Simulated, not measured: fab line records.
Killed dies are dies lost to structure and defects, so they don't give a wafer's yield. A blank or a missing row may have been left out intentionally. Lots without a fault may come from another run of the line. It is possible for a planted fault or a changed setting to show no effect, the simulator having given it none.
Which of the tools did it?	flow sky130	18 wafers from 6 lots sampled at 2 of the route's 708 steps

WHAT THE GAUGES READ, wafer by wafer
SKY_VIA4_THK_MEAS_01.
lot	measured	on	VIA4_HDPCVD_THK (nm)
L620	day 43 10:36	filmMetro-02	1741 1721 1746
L622	day 44 06:02	filmMetro-03	1747 1766 1758
L627	day 45 12:06	filmMetro-04	1742 1779 1754
L635	day 47 06:31	filmMetro-03	1776 1738 1747
L637	day 47 14:09	filmMetro-03	1733 1737 1731
L639	day 48 04:54	filmMetro-03	1736 1745 1745

EACH LOT AND THE TOOL THAT RAN IT (in order: tool; ch and the chambers of the sampled wafers; start)
lot	SKY_POLY_CUT_ETCH_11
L620	rieDiel-04 ch 0,3, day 25 12:53
L622	rieDiel-04 ch 2,3, day 26 15:13
L627	rieDiel-04 ch 0,1,2, day 28 03:31
L635	rieDiel-04 ch 1,2, day 30 15:25
L637	rieDiel-04 ch 0,2,3, day 31 00:01
L639	rieDiel-02 ch 0,2,3, day 31 21:52
- SKY_POLY_CUT_ETCH_11: etches Si3N4 in CF4/CH2F2/Ar, stops on poly-Si, time 42.5 s, target depth 60 nm.

THE ANSWER, worked out from the rows above alone
Rule: the usual values come from the lots themselves. The widest of any qualifying gaps counts: lots, ordered by their means at a reading, are off when they make up no more than a third of the lots, leave a main group of 4 or more, and stand apart from it by 3 or more times the standard deviation of that group's means. A main group whose means are all the same, to the digits that the tables above print for the reading, isn't used. A lot without any number at a reading at which 4 lots or more have one is off too. All remaining lots with rows at the step are treated as sound.
None of the lots is off at any reading shown; this tells nothing.

WHAT THE SIMULATOR HAD INSERTED
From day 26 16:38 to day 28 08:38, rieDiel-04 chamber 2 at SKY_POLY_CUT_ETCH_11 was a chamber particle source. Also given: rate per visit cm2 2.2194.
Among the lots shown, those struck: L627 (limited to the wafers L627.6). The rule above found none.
